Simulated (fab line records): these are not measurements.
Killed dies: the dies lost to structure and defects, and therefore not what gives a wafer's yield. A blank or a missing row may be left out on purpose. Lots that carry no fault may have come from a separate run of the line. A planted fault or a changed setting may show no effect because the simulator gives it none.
fab line records	flow sfq-line
[record] lots = 13	wafers = 39	last-day = 87
route steps=325 shown I1@74 R5@224 I7@307
lots that met no fault: from a run of the same line without faults
start-h: hours from the record's first day to the start of the lot's first wafer shown	wait-h: how many hours have passed since the lot's step before this one	" the same as in the row above	L1.1+2: one row covering several wafers at once	- either no value or no given start	* or withheld: withheld	< > ~ a bound
route shown NAME@n: names a module that has steps shown in the file, with the first one's number in the route	usual: mean and standard deviation over wafers with no fault	same: alike in all rows	chamber/n: place in a boat	sites: readings site by site	_std_site: standard deviation across them	_edge_site: the outer-site mean with the inner-site mean subtracted	radius-mm: for every site, how far away it sits from the centre of the wafer	mask NAME#n: copy n	behind: tool/chamber where the wafer was last shaped	hold: reason for holding the lot/hours on hold/outcome of the hold	device: the n, p or np transistor that did not switch	end of line: the same wafers' tests at the end of the route	where a step has no rows: the recipe by itself	killed: at the first sort, the dies lost to defects and structure; wafer yield is something else	map: per-die view of a wafer (x killed, . not killed, _ where there is no die)
set.NAME: the run value of the setting; set.NAME@STEP: its run value at that earlier step	model.NAME: the simulator's own value behind a step, which no gauge read
a sample of lots followed through the steps of the route, with each step as a table and each wafer as a row
services: the hour from which a tool's chamber was out of use, counted from the record's first day as start-h (under 0 if before that day), plus the number of hours and why
[[steps]]
[step SFQ_TRILAYER_I1_CMP_CMP_046]
[recipe] material = SiO2	down-force-psi = 3	platen-rpm = 60	pad-velocity-m-s = 0.94248
[usual] motor-current-A = 10.2/1	time-to-endpoint-s = 213/7.1
lot.wafer	tool	chamber	start-h	wait-h	motor-current-A	time-to-endpoint-s
L709.4	cmp-01	0	394.20	1.0	9.9	222
L709.5	"	2	395.20	2.0	9.1	222
L709.6	"	3	"	"	10.1	217
L710.2	cmp-01	3	408.72	1.0	9.9	224
L710.1	"	0	"	"	9.0	212
L710.3	"	2	410.22	2.5	9.0	213
L711.1	cmp-02	3	610.10	13.8	10.7	211
L711.2	"	0	"	"	8.4	201
L711.6	"	1	"	"	10.5	208
L712.4	cmp-02	3	612.10	11.7	10.9	226
L712.2	"	0	"	"	8.3	212
L712.1	"	2	613.60	13.3	11.3	204
L713.3	cmp-02	1	615.10	12.4	10.7	204
L713.4	"	2	"	"	11.5	204
L713.5	"	2	617.60	14.8	11.4	202
L714.3	cmp-01	2	617.92	11.6	9.3	216
L714.4	"	0	618.92	12.5	9.6	224
L714.5	"	3	620.42	14.0	9.4	215
L715.1	cmp-02	1	625.10	6.8	10.8	203
L715.4	"	2	"	"	11.7	205
L715.6	"	3	"	"	10.9	224
L716.1	cmp-01	0	629.92	4.4	9.7	219
L716.5	"	0	631.92	6.3	10.2	222
L716.6	"	1	"	"	8.5	218
L717.3	cmp-02	0	639.78	2.0	9.0	210
L717.2	"	2	640.78	3.0	11.7	208
L717.5	"	0	641.78	4.0	8.7	216
L718.4	cmp-01	2	645.58	2.1	8.6	223
L718.3	"	3	"	"	10.3	216
L718.1	"	1	647.08	3.6	8.3	210
L719.3	cmp-02	3	652.17	0.5	10.4	214
L719.4	"	0	"	"	8.7	226
L719.1	"	1	"	"	11.4	219
L726.3	cmp-02	3	726.80	0.5	10.6	275
L726.1	"	1	727.80	1.5	10.1	214
L726.6	"	2	"	"	11.8	274
L732.3	cmp-01	2	777.72	2.1	9.4	214
L732.1	"	0	778.72	3.1	10.2	218
L732.5	"	1	"	"	8.3	217
[step SFQ_I1_BOW_MEAS_912]
[recipe] mode = bow
[usual] I1_BOW = 3/8
lot.wafer	tool	chamber	start-h	wait-h	I1_BOW[um]
L709.4	film-metro-01	-	396.26	1.6	7
L709.5	"	-	"	"	6
L709.6	"	-	"	"	7
L710.1	film-metro-02	-	411.72	2.0	4
L710.2	"	-	"	"	-2
L710.3	"	-	"	"	3
L711.1	film-metro-02	-	612.10	1.5	2
L711.2	"	-	"	"	10
L711.6	"	-	"	"	-2
L712.1	film-metro-02	-	615.10	1.0	9
L712.2	"	-	"	"	14
L712.4	"	-	"	"	10
L713.3	film-metro-01	-	618.14	2.5	7
L713.4	"	-	"	"	0
L713.5	"	-	"	"	5
L714.3	film-metro-02	-	620.96	2.5	-2
L714.4	"	-	"	"	1
L714.5	"	-	"	"	-5
L715.1	film-metro-04	-	627.10	1.5	0
L715.4	"	-	"	"	15
L715.6	"	-	"	"	2
L716.1	film-metro-04	-	632.92	2.5	2
L716.5	"	-	"	"	-7
L716.6	"	-	"	"	-4
L717.2	film-metro-02	-	642.80	1.5	2
L717.3	"	-	"	"	2
L717.5	"	-	"	"	-5
L718.1	film-metro-04	-	648.58	1.0	19
L718.3	"	-	"	"	-3
L718.4	"	-	"	"	-1
L719.1	film-metro-01	-	654.67	1.0	2
L719.3	"	-	"	"	4
L719.4	"	-	"	"	7
L726.1	film-metro-01	-	729.30	1.0	-1
L726.3	"	-	"	"	-9
L726.6	"	-	"	"	-1
L726.1	film-metro-01	-	730.62	1.3	-
L726.3	"	-	"	"	-
L726.6	"	-	"	"	-
L732.1	film-metro-02	-	780.22	1.0	0
L732.3	"	-	"	"	-3
L732.5	"	-	"	"	3
[step SFQ_TRILAYER_I1_METRO_MEASURE_047]
[usual] thk-nm = 200.0/0.88
lot.wafer	tool	chamber	start-h	wait-h	thk-nm
L709.4	film-metro-01	-	396.92	0.6	201.5
L709.5	"	-	"	"	199.8
L709.6	"	-	"	"	198.8
L710.1	film-metro-02	-	411.84	0.1	201.0
L710.2	"	-	"	"	201.5
L710.3	"	-	"	"	201.9
L711.1	film-metro-02	-	612.22	0.1	198.3
L711.2	"	-	"	"	199.6
L711.6	"	-	"	"	200.2
L712.1	film-metro-02	-	615.22	0.1	198.2
L712.2	"	-	"	"	200.0
L712.4	"	-	"	"	198.7
L713.3	film-metro-01	-	618.62	0.5	201.1
L713.4	"	-	"	"	200.3
L713.5	"	-	"	"	199.7
L714.3	film-metro-02	-	621.44	0.5	201.2
L714.4	"	-	"	"	201.2
L714.5	"	-	"	"	199.9
L715.1	film-metro-04	-	627.22	0.1	200.5
L715.4	"	-	"	"	199.4
L715.6	"	-	"	"	200.0
L716.1	film-metro-04	-	633.04	0.1	200.3
L716.5	"	-	"	"	199.3
L716.6	"	-	"	"	199.6
L717.2	film-metro-02	-	643.10	0.3	199.2
L717.3	"	-	"	"	200.6
L717.5	"	-	"	"	200.1
L718.1	film-metro-04	-	648.70	0.1	199.6
L718.3	"	-	"	"	198.8
L718.4	"	-	"	"	199.2
L719.1	film-metro-01	-	654.79	0.1	199.7
L719.3	"	-	"	"	199.4
L719.4	"	-	"	"	198.9
L726.1	film-metro-01	-	734.66	4.0	200.9
L726.3	"	-	"	"	303.6
L726.6	"	-	"	"	303.7
L726.1	film-metro-01	-	736.03	1.2	200.8
L726.3	"	-	"	"	303.6
L726.6	"	-	"	"	303.1
L732.1	film-metro-02	-	780.34	0.1	200.6
L732.3	"	-	"	"	200.7
L732.5	"	-	"	"	199.4
[step SFQ_TRILAYER_I1_VIA_ETCH_VIA_ETCH_052]
[recipe] target = SiO2	stop-on = Nb	mask-material = PR	taper-deg = 20	chemistry = CHF3	target-depth-nm = 260	source-w = 500	bias-w = 80	pressure-mtorr = 30	time-s = withheld
[usual] drypump-motor-current-A = 5.5/0.49	oes-product-au = 0.854/0.005
lot.wafer	tool	chamber	start-h	wait-h	drypump-motor-current-A	oes-product-au
L709.4	rie-diel-01	0	558.35	0.0	5.4	0.853
L709.5	"	0	"	"	5.5	0.849
L709.6	"	1	"	"	5.1	0.851
L710.1	rie-diel-01	0	567.11	0.0	5.4	0.855
L710.2	"	1	"	"	5.0	0.863
L710.3	"	2	"	"	5.8	0.864
L711.1	rie-diel-02	0	616.26	0.0	6.0	0.851
L711.2	"	1	"	"	4.8	0.852
L711.6	"	3	"	"	5.7	0.854
L712.1	rie-diel-02	0	620.08	0.0	6.0	0.850
L712.2	"	3	"	"	5.7	0.856
L712.4	"	1	"	"	4.8	0.848
L713.3	rie-diel-01	0	622.39	0.0	5.4	0.855
L713.4	"	3	"	"	6.0	0.854
L713.5	"	1	"	"	5.0	0.849
L714.3	rie-diel-01	3	625.92	0.0	6.1	0.863
L714.4	"	0	"	"	5.5	0.861
L714.5	"	2	"	"	5.9	0.858
L715.1	rie-diel-04	0	769.86	0.0	5.1	0.850
L715.4	"	3	"	"	6.0	0.844
L715.6	"	3	"	"	6.0	0.852
L716.1	rie-diel-02	3	773.46	0.0	5.7	0.858
L716.5	"	3	"	"	5.7	0.856
L716.6	"	1	"	"	4.8	0.850
L717.2	rie-diel-01	2	790.26	0.0	5.9	0.846
L717.3	"	3	"	"	6.1	0.853
L717.5	"	2	"	"	5.8	0.845
L718.1	rie-diel-02	1	798.66	0.0	4.8	0.857
L718.3	"	2	"	"	6.2	0.856
L718.4	"	0	"	"	6.0	0.846
L719.1	rie-diel-02	3	808.26	0.0	5.7	0.853
L719.3	"	0	"	"	6.0	0.849
L719.4	"	1	"	"	4.8	0.853
L726.1	rie-diel-01	2	870.39	0.0	5.8	0.863
L726.3	"	3	"	"	6.0	0.996
L726.6	"	1	"	"	5.0	1.021
L732.1	rie-diel-04	0	921.04	0.0	5.1	0.859
L732.3	"	3	"	"	6.1	0.853
L732.5	"	0	"	"	5.1	0.853
[step SFQ_TRILAYER_R5_BARC_OPEN_METAL_ETCH_177]
[recipe] mask-material = PR	chemistry = O2	target-depth-nm = 125	target = BARC	icp-w = 600	bias-w = 80	pressure-mtorr = 10	time-s = 41.7
[usual] drypump-motor-current-A = 5.5/0.52	oes-product-au = 0.685/0.0052
[same] time-s = 41.7
lot.wafer	tool	chamber	start-h	wait-h	drypump-motor-current-A	oes-product-au	rf-hours-counter-h
L709.4	rie-metal-03	0	1304.35	0.0	6.2	0.679	-
L709.5	"	1	"	"	4.8	0.688	-
L709.6	"	0	"	"	6.1	0.688	-
L710.1	rie-metal-01	1	1306.73	0.0	6.0	0.691	36
L710.2	"	0	"	"	5.2	0.689	19
L710.3	"	1	"	"	6.0	0.687	-
L711.1	rie-metal-03	0	1389.70	0.0	6.2	0.692	142
L711.2	"	1	"	"	4.8	0.685	80
L711.6	"	0	"	"	6.2	0.681	-
L712.1	rie-metal-02	1	1390.90	0.0	5.8	0.687	75
L712.2	"	0	"	"	5.6	0.689	28
L712.4	"	0	"	"	5.6	0.682	-
L713.3	rie-metal-01	0	1394.52	0.0	5.2	0.690	-
L713.4	"	1	"	"	6.0	0.684	-
L713.5	"	0	"	"	5.2	0.687	-
L714.3	rie-metal-03	1	1398.12	0.0	4.8	0.686	-
L714.4	"	0	"	"	6.2	0.686	-
L714.5	"	1	"	"	4.8	0.681	-
L715.1	rie-metal-02	1	1400.50	0.0	5.8	0.685	76
L715.4	"	1	"	"	5.8	0.680	-
L715.6	"	1	"	"	5.8	0.687	-
L716.1	rie-metal-03	0	1402.90	0.0	6.1	0.688	143
L716.5	"	0	"	"	6.1	0.689	-
L716.6	"	1	"	"	4.8	0.682	-
L717.2	rie-metal-03	0	1406.50	0.0	6.1	0.687	143
L717.3	"	0	"	"	6.2	0.686	-
L717.5	"	0	"	"	6.1	0.681	-
L718.1	rie-metal-03	0	1418.82	0.0	6.1	0.689	144
L718.3	"	0	"	"	6.1	0.682	-
L718.4	"	1	"	"	4.8	0.687	-
L719.1	rie-metal-02	0	1429.62	0.0	5.6	0.689	32
L719.3	"	0	"	"	5.6	0.694	-
L719.4	"	1	"	"	5.8	0.678	-
L726.1	rie-metal-03	0	1512.33	0.0	6.2	0.686	6
L726.3	"	1	"	"	4.8	0.679	-
L726.6	"	1	"	"	4.8	0.681	-
L732.1	rie-metal-03	0	1535.98	0.0	6.1	0.670	9
L732.3	"	0	"	"	6.1	0.691	-
L732.5	"	0	"	"	6.1	0.686	-
[step SFQ_TRILAYER_I7_VIA_BARC_OPEN_VIA_ETCH_260]
[recipe] mask-material = PR	chemistry = O2	target-depth-nm = 125	target = BARC	source-w = 500	bias-w = 80	pressure-mtorr = 30	time-s = 41.7
[usual] drypump-motor-current-A = 5.8/0.56	oes-product-au = 0.685/0.0044
[same] time-s = 41.7
lot.wafer	tool	chamber	start-h	wait-h	drypump-motor-current-A	oes-product-au	rf-hours-counter-h
L709.4	rie-diel-02	1	1922.88	0.0	4.8	0.678	7
L709.5	"	1	"	"	4.8	0.681	-
L709.6	"	0	"	"	6.0	0.681	-
L710.1	rie-diel-01	2	1925.45	0.0	5.8	0.683	7
L710.2	"	1	"	"	5.0	0.686	7
L710.3	"	0	"	"	5.5	0.683	15
L711.1	rie-diel-02	3	1976.52	0.0	5.7	0.686	1
L711.2	"	0	"	"	6.0	0.691	5
L711.6	"	0	"	"	6.0	0.681	-
L712.1	rie-diel-01	1	1978.92	0.0	5.0	0.685	8
L712.2	"	0	"	"	5.4	0.679	16
L712.4	"	3	"	"	6.0	0.687	19
L713.3	rie-diel-02	0	1992.54	0.0	6.0	0.686	6
L713.4	"	1	"	"	4.8	0.688	7
L713.5	"	3	"	"	5.6	0.686	-
L714.3	rie-diel-01	1	1997.34	0.0	5.0	0.687	8
L714.4	"	0	"	"	5.4	0.687	17
L714.5	"	1	"	"	5.0	0.691	-
L715.1	rie-diel-03	1	1999.75	0.0	6.8	0.684	2
L715.4	"	0	"	"	6.2	0.683	-
L715.6	"	1	"	"	6.8	0.688	-
L716.1	rie-diel-01	2	2005.54	0.0	5.8	0.694	8
L716.5	"	2	"	"	5.8	0.682	-
L716.6	"	1	"	"	5.0	0.690	-
L717.2	rie-diel-02	3	2010.34	0.0	5.7	0.688	2
L717.3	"	0	"	"	6.0	0.693	6
L717.5	"	2	"	"	6.3	0.684	-
L718.1	rie-diel-03	2	2011.54	0.0	6.4	0.682	19
L718.3	"	1	"	"	6.8	0.685	2
L718.4	"	0	"	"	6.2	0.686	-
L719.1	rie-diel-02	3	2016.34	0.0	5.7	0.690	2
L719.3	"	0	"	"	6.0	0.685	6
L719.4	"	2	"	"	6.3	0.685	19
L726.1	rie-diel-02	2	2047.54	0.0	6.3	0.684	20
L726.3	"	1	"	"	4.8	0.687	8
L726.6	"	2	"	"	6.3	0.680	-
L732.1	rie-diel-02	3	2065.54	0.0	5.7	0.680	3
L732.3	"	1	"	"	4.8	0.687	8
L732.5	"	0	"	"	6.0	0.679	-
[step SFQ_TRILAYER_I7_VIA_STRIP_STRIP_191]
[recipe] gas = O2	power-w = 200	platen-temp-c = 40	overash-fraction = 0.65	chemistry = O2	pressure-mtorr = 50
[usual] drypump-motor-current-A = 5.6/0.41	oes-product-au = 1.000/0.008
lot.wafer	tool	chamber	start-h	wait-h	drypump-motor-current-A	oes-product-au	rf-hours-counter-h
L709.4	rie-metal-04	1	1923.23	-	5.7	0.998	-
L709.5	"	0	"	"	5.6	0.984	-
L709.6	"	1	"	"	5.7	1.005	-
L710.1	rie-metal-04	0	1925.60	-	5.5	0.986	99
L710.2	"	1	"	"	5.7	0.995	83
L710.3	"	0	"	"	5.6	0.984	-
L711.1	rie-metal-01	0	1976.68	-	5.2	0.998	105
L711.2	"	1	"	"	6.0	1.012	121
L711.6	"	0	"	"	5.2	0.999	-
L712.1	rie-metal-03	0	1979.08	-	6.2	1.010	70
L712.2	"	0	"	"	6.1	1.015	-
L712.4	"	0	"	"	6.2	1.005	-
L713.3	rie-metal-04	0	1992.90	-	5.5	0.999	-
L713.4	"	1	"	"	5.6	0.996	-
L713.5	"	0	"	"	5.6	1.002	-
L714.3	rie-metal-01	0	1997.70	-	5.2	0.992	-
L714.4	"	1	"	"	6.0	1.008	-
L714.5	"	0	"	"	5.2	0.989	-
L715.1	rie-metal-01	1	1999.90	-	6.0	1.009	125
L715.4	"	1	"	"	5.9	1.008	-
L715.6	"	1	"	"	6.0	1.009	-
L716.1	rie-metal-01	1	2005.70	-	6.0	1.003	126
L716.5	"	0	"	"	5.2	0.999	-
L716.6	"	1	"	"	6.0	1.006	-
L717.2	rie-metal-01	0	2010.50	-	5.2	0.993	111
L717.3	"	0	"	"	5.2	1.010	-
L717.5	"	0	"	"	5.3	1.000	-
L718.1	rie-metal-04	0	2011.70	-	5.6	0.998	114
L718.3	"	1	"	"	5.7	1.010	-
L718.4	"	0	"	"	5.6	0.990	-
L719.1	rie-metal-01	1	2016.50	-	6.0	1.013	128
L719.3	"	0	"	"	5.2	1.009	-
L719.4	"	1	"	"	6.0	1.009	-
L726.1	rie-metal-03	0	2047.70	-	6.1	1.000	83
L726.3	"	0	"	"	6.2	0.995	-
L726.6	"	0	"	"	6.1	0.991	-
L732.1	rie-metal-04	1	2065.70	-	5.7	0.995	107
L732.3	"	0	"	"	5.6	0.980	-
L732.5	"	1	"	"	5.7	0.997	-
[[services]]
tool	chamber	start-h	hours	kind
rie-diel-02	-	406.60	2.8	pm
rie-diel-02	3	528.82	1.7	repair
rie-diel-02	2	616.22	19.5	repair
rie-diel-02	1	628.75	4.7	repair
rie-diel-02	0	703.97	16.7	repair
rie-diel-02	2	749.47	2.5	repair
rie-diel-02	2	784.29	9.1	repair
rie-diel-02	1	888.43	4.5	repair
rie-diel-02	-	891.72	0.1	repair
rie-diel-02	1	944.11	5.2	repair
rie-diel-02	3	948.62	17.2	repair
rie-diel-02	0	975.50	3.8	repair
rie-diel-02	1	1068.50	1.5	repair
rie-diel-02	-	1206.94	15.6	pm
rie-diel-02	0	1282.01	8.1	repair
rie-diel-02	3	1290.03	4.8	repair
rie-diel-02	0	1418.98	3.7	repair
rie-diel-02	-	1466.93	1.1	repair
rie-diel-02	3	1471.89	4.8	repair
rie-diel-02	-	1488.11	0.9	repair
rie-diel-02	-	1506.60	2.8	pm
rie-diel-02	3	1634.01	1.4	repair
rie-diel-02	-	1655.58	0.2	repair
rie-diel-02	3	1762.86	11.0	repair
[[key]]
[first-sign] step = SFQ_TRILAYER_I1_CMP_CMP_046	reading = time-to-endpoint-s	direction = up	sigmas = 8.6	usual = *	struck = *
[effect] step = SFQ_I1_BOW_MEAS_912	reading = visit	direction = added
[effect] step = SFQ_TRILAYER_I1_METRO_MEASURE_047	reading = visit	direction = added
[effect] step = SFQ_TRILAYER_I1_METRO_MEASURE_047	reading = thk-nm	direction = up	sigmas = 99+	usual = 200.0	struck = 303.6
[effect] step = SFQ_TRILAYER_I1_VIA_ETCH_VIA_ETCH_052	reading = oes-product-au	direction = up	sigmas = 31	usual = 0.854	struck = 1.009
met-at SFQ_TRILAYER_I1_CMP_CMP_046
struck-lots L726
struck-wafers L726.3,L726.6
not-acting-at SFQ_TRILAYER_R5_BARC_OPEN_METAL_ETCH_177,SFQ_TRILAYER_I7_VIA_BARC_OPEN_VIA_ETCH_260,SFQ_TRILAYER_I7_VIA_STRIP_STRIP_191
onset-between 652.17 726.80
[fault] kind = process-parameter-drift	tool = cmp-02	chamber = -	onset-h = 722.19	steps = SFQ_TRILAYER_I1_CMP_CMP_046	channel = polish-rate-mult	offset = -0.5	shape = step	end-h = 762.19	scope = struck-wafers-only
